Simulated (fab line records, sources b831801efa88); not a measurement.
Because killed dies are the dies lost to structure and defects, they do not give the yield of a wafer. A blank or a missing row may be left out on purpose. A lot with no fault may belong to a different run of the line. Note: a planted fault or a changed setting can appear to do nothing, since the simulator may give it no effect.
The same fault as seen by 2 desks :: flow sky130 :: only its own numbers are on each desk; what lay behind them is given at the end

## METROLOGY DESK
Means of the sampled wafers that have a number, per lot and without regard to the tool the lot ran on: this is what the gauges read. Marked OUT: a lot whose mean sits more than 4 standard deviations from the usual mean, which makes it out of limits; the brackets give that distance.
Columns: A = GATE_OXIDE_OVL at SKY_GATE_OXIDE_OVL_MEAS_10, usual 0.5 nm; B = GATE_OXIDE_TW at SKY_GATE_OXIDE_TW_MEAS_14, usual 223.7; C = POLY_GATE_CVD_00_THK at SKY_POLY_GATE_THK_MEAS_01, usual 179.0 nm; D = cdNm at SKY_POLY_GATE_CD_MEAS_13, usual 150.1 nm
lot: L312
first seen here: day 13 14:28
A: -0.3
B: 221.4
C: 176.2
D: 148.4

lot: L313
first seen here: day 14 01:11
A: -1.3
B: 223.6
C: 179.4
D: 151.0

lot: L317
first seen here: day 15 04:28
A: -0.2
B: 225.6
C: 175.7
D: 150.1

lot: L321
first seen here: day 17 20:02
A: 2.8
B: 191.0 (-19) OUT
C: 178.0
D: 149.5

lot: L322
first seen here: day 18 06:28
A: 1.5
B: 191.0 (-19) OUT
C: 178.1
D: 150.9

lot: L326
first seen here: day 19 02:31
A: -0.7
B: 223.2
C: 178.9
D: 150.9

lot: L328
first seen here: day 20 00:24
A: -0.4
B: 221.4
C: 179.9
D: 148.0

lot: L329
first seen here: day 20 08:33
A: 0.4
B: 225.0
C: 180.9
D: 147.9

lot: L331
first seen here: day 20 14:37
A: 0.1
B: 221.8
C: 181.5
D: 150.4

lot: L333
first seen here: day 21 05:39
A: -0.4
B: 224.8
C: 176.6
D: 153.0

lot: L332
first seen here: day 21 06:16
A: 1.6
B: 222.7
C: 180.8
D: 151.4

lot: L334
first seen here: day 21 14:33
A: 1.3
B: 223.8
C: 179.3
D: 148.3

lot: L335
first seen here: day 21 18:51
A: 0.7
B: 225.3
C: 181.0
D: 150.5
This desk reports L321, L322 out of limits; the earliest was L321 at day 17 20:26 (GATE_OXIDE_TW at SKY_GATE_OXIDE_TW_MEAS_14). L312, L313, L317, L326, L328, L329, L331, L333, L332, L334, L335: within limits.

## DESK OF THE TOOL OWNER: implanter-01
The tool's own readings at SKY_GATE_OXIDE_IMPLANT_11, given as means over the sampled wafers that have a number, one for each lot that went through this tool. Marked OUT: a lot whose mean sits more than 4 standard deviations from the usual mean, which makes it out of limits; the brackets give that distance.
Columns: A = doseIonsCm2 at SKY_GATE_OXIDE_IMPLANT_11, usual 2.6004e+12; B = faradayCurrentUA at SKY_GATE_OXIDE_IMPLANT_11, usual 14.7
lot: L313
first seen here: day 14 01:15
A: 2.5990e+12
B: 14.8

lot: L321
first seen here: day 17 20:07
A: 1.4568e+12 (-99 or more) OUT
B: 8.1 (-22) OUT

lot: L322
first seen here: day 18 06:32
A: 1.4552e+12 (-99 or more) OUT
B: 8.3 (-21) OUT

lot: L331
first seen here: day 20 14:41
A: 2.6027e+12
B: 14.7

lot: L333
first seen here: day 21 05:41
A: 2.5981e+12
B: 14.4

lot: L332
first seen here: day 21 06:20
A: 2.6031e+12
B: 14.6

lot: L334
first seen here: day 21 14:35
A: 2.6040e+12
B: 14.5
Finding of this desk: L321, L322 out of limits; the first was L321 at day 17 20:07, on doseIonsCm2 at SKY_GATE_OXIDE_IMPLANT_11. L313, L331, L333, L332, L334: within limits.

## BROUGHT TOGETHER
The tool owner's desk could have raised an alarm at day 17 20:07, on L321, L322.
Metrology desk: alarm possible at day 17 20:26 on L321, L322.
Of the lots named, all ran SKY_GATE_OXIDE_IMPLANT_11 on implanter-01.

## WHAT HAD BEEN PUT IN BY THE SIMULATOR
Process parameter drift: implanter-01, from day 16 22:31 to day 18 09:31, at SKY_GATE_OXIDE_IMPLANT_11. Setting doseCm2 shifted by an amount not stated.
Struck lots among those shown: L321, L322.
Hours from the fault's start to each desk's first reading out of limits: the tool owner's desk, 22; the metrology desk, 22.
